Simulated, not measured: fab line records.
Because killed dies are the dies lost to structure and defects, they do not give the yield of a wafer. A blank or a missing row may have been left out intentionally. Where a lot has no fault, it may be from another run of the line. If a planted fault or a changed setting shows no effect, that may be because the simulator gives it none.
Which tool is to blame? | flow sky130 | Sampling: 15 lots, 45 wafers, 4 of 708 route steps

## WHAT THE GAUGES READ, wafer by wafer
SKY_LOCAL_INTERCONNECT_THK_MEAS_02: measures by xrf.
lot  | measured     | on           | LOCAL_INTERCONNECT_TIN_THK (nm)
L525 | day 29 10:56 | filmMetro-01 | 97.2 97.2 97.5
L528 | day 30 04:35 | filmMetro-01 | 96.7 96.6 96.3
L529 | day 31 12:57 | filmMetro-04 | 98.6 98.3 97.8
L530 | day 31 13:18 | filmMetro-01 | 98.2 98.3 97.3
L531 | day 31 17:29 | filmMetro-01 | 96.7 96.0 96.4
L542 | day 34 15:27 | filmMetro-02 | 96.7 98.1 97.0
L543 | day 34 20:38 | filmMetro-04 | 99.2 99.3 98.7
L544 | day 35 22:35 | filmMetro-02 | 98.0 97.4 98.0
L545 | day 35 21:05 | filmMetro-02 | 98.0 98.6 98.9
L546 | day 36 00:40 | filmMetro-01 | 99.6 97.9 98.7
L547 | day 36 06:34 | filmMetro-01 | 96.4 95.5 95.3
L548 | day 36 14:01 | filmMetro-04 | 97.7 99.7 98.2

SKY_CONTACT_OVL_MEAS_15.
lot  | measured     | on         | CONTACT_OVL (nm)
L525 | day 31 20:35 | overlay-02 | -9 -8 -11
L528 | day 32 15:16 | overlay-01 | -1 5 -2
L529 | day 33 20:47 | overlay-02 | 0 3 4
L530 | day 33 22:37 | overlay-02 | -1 -6 -5
L531 | day 34 01:35 | overlay-01 | -2 -6 -2
L542 | day 36 21:17 | overlay-02 | -3 2 1
L543 | day 37 01:55 | overlay-01 | 0 4 -1
L544 | day 38 03:13 | overlay-02 | -2 -1 2
L545 | day 38 01:55 | overlay-02 | -5 -7 -1
L546 | day 38 06:22 | overlay-01 | -1 -2 2
L547 | day 38 11:31 | overlay-02 | 6 -3 2
L548 | day 38 18:50 | overlay-02 | -5 -6 -7

## EACH LOT AND THE TOOL THAT RAN IT (in order: tool; ch and the chambers of the sampled wafers; start)
lot  | SKY_POLY_GATE_OXIDATION_20    | SKY_LDD_LDN_STRIP_12
L525 | furnace-01 ch 0, day 16 16:38 | plasmaAsher-04 ch 0, day 23 04:01
L528 | furnace-02 ch 0, day 17 10:44 | plasmaAsher-04 ch 0,1, day 24 00:20
L529 | furnace-01 ch 0, day 18 23:38 | plasmaAsher-04 ch 0,1, day 25 09:53
L530 | furnace-01 ch 0, day 18 23:38 | plasmaAsher-02 ch 0,1, day 25 11:18
L531 | furnace-01 ch 0, day 19 00:53 | plasmaAsher-02 ch 0,1, day 25 11:40
L537 | furnace-02, day 21 00:13      | plasmaAsher-03 ch 0,1, day 27 08:28
L538 | furnace-01, day 21 10:55      | plasmaAsher-03 ch 0,1, day 27 19:50
L539 | furnace-02, day 21 13:41      | plasmaAsher-02 ch 0,1, day 27 21:20
L542 | furnace-01 ch 0, day 22 13:23 | plasmaAsher-03 ch 0,1, day 28 19:02
L543 | furnace-01 ch 0, day 22 18:02 | plasmaAsher-02 ch 0,1, day 28 23:05
L544 | furnace-02 ch 0, day 23 21:17 | plasmaAsher-02 ch 0,1, day 30 01:34
L545 | furnace-02 ch 0, day 23 21:17 | plasmaAsher-03 ch 0,1, day 30 00:50
L546 | furnace-02 ch 0, day 24 00:00 | plasmaAsher-04 ch 0,1, day 30 02:48
L547 | furnace-01 ch 0, day 24 06:18 | plasmaAsher-03 ch 0,1, day 30 07:35
L548 | furnace-02 ch 0, day 24 16:56 | plasmaAsher-04 ch 0,1, day 30 18:08
- SKY_POLY_GATE_OXIDATION_20: stabilise 600 s, purge 300 s, target thk 4 nm.
- SKY_LDD_LDN_STRIP_12: strips in O2/N2.

## AS READ BY THE TOOLS THEMSELVES (means over the sampled wafers that have a number; for cases with no such wafer, the mark the record gives instead)
SKY_POLY_GATE_OXIDATION_20.
lot  | tool       | oxTempC (C) | oxTempCMax | spikeTcBottomC (C) | spikeTcLowerC (C) | spikeTcTopC (C) | spikeTcUpperC (C) | zonePowerCentrePct (%)
L525 | furnace-01 | 850.5       | 855.6      | 870.2              | 849.2             | 861.8           | 851.6             | 15.70
L528 | furnace-02 | 850.5       | 854.3      | 874.5              | 849.9             | 856.6           | 849.3             | 15.71
L529 | furnace-01 | 850.1       | 855.3      | 870.5              | 849.6             | 861.0           | 852.7             | 16.01
L530 | furnace-01 | 849.7       | 855.1      | 870.8              | 849.4             | 860.5           | 853.5             | 15.96
L531 | furnace-01 | 850.1       | 855.6      | 871.7              | 849.3             | 859.8           | 852.2             | 15.93
L537 | furnace-02 | -           | -          | -                  | -                 | -               | -                 | -
L538 | furnace-01 | -           | -          | -                  | -                 | -               | -                 | -
L539 | furnace-02 | -           | -          | -                  | -                 | -               | -                 | -
L542 | furnace-01 | 849.6       | 854.3      | 871.6              | 848.6             | 861.1           | 853.5             | 15.96
L543 | furnace-01 | 849.9       | 855.6      | 871.7              | 849.8             | 860.8           | 852.7             | 15.74
L544 | furnace-02 | 850.3       | 853.8      | 873.8              | 851.4             | 857.2           | 850.2             | 15.50
L545 | furnace-02 | 849.8       | 853.8      | 872.9              | 850.0             | 856.4           | 851.5             | 15.63
L546 | furnace-02 | 850.0       | 853.5      | 874.5              | 850.7             | 856.6           | 850.1             | 15.52
L547 | furnace-01 | 850.0       | 854.5      | 870.9              | 849.5             | 860.7           | 853.1             | 15.89
L548 | furnace-02 | 850.0       | 853.3      | 873.4              | 850.2             | 857.0           | 850.4             | 15.61

SKY_LDD_LDN_STRIP_12.
lot  | tool           | drypumpMotorCurrentA (A) | oesProductAu (a.u.) | stripTimeToEndpointS (s)
L525 | plasmaAsher-04 | 6.0                      | 0.714               | 14.20
L528 | plasmaAsher-04 | 5.3                      | 0.715               | 14.11
L529 | plasmaAsher-04 | 5.3                      | 0.713               | 14.13
L530 | plasmaAsher-02 | 5.6                      | 0.710               | 14.10
L531 | plasmaAsher-02 | 5.4                      | 0.716               | 14.09
L537 | plasmaAsher-03 | 5.2                      | 0.717               | 14.15
L538 | plasmaAsher-03 | 5.6                      | 0.713               | 14.21
L539 | plasmaAsher-02 | 5.5                      | 0.718               | 14.16
L542 | plasmaAsher-03 | 5.2                      | 0.715               | 14.23
L543 | plasmaAsher-02 | 5.5                      | 0.715               | 14.20
L544 | plasmaAsher-02 | 5.6                      | 0.716               | 14.15
L545 | plasmaAsher-03 | 5.6                      | 0.716               | 14.21
L546 | plasmaAsher-04 | 5.3                      | 0.717               | 14.20
L547 | plasmaAsher-03 | 5.2                      | 0.716               | 14.15
L548 | plasmaAsher-04 | 5.6                      | 0.718               | 14.14

## THE ANSWER, worked out from the rows above alone
Rule: the usual values come from the lots themselves. The widest of any qualifying gaps counts: lots, ordered by their means at a reading, are off when they make up no more than a third of the lots, leave a main group of 4 or more, and stand apart from it by 3 or more times the standard deviation of that group's means. The tables above print the reading to a certain number of digits; a main group whose means all agree to those digits is not used. A lot without any number at a reading at which 4 lots or more have one is off too. All remaining lots with rows at the step are treated as sound. First the gauges in route order, then the tools' own readings, where a lot's mean is used as printed above. The first step at which some lot is off is used, and at that step the reading that is off furthest; a lot without a number counts as furthest.
Off at SKY_POLY_GATE_OXIDATION_20 (oxTempC): L537, L538, L539. Without a number there: L537, L538, L539. The main group: mean 850.0 C, standard deviation 0.27.
If a tool, at that step or one of the process steps before it, ran each lot that is off and ran no sound lot following the first of them, it fits. Not one of the candidates tried fits.

## WHAT HAD BEEN PUT IN BY THE SIMULATOR
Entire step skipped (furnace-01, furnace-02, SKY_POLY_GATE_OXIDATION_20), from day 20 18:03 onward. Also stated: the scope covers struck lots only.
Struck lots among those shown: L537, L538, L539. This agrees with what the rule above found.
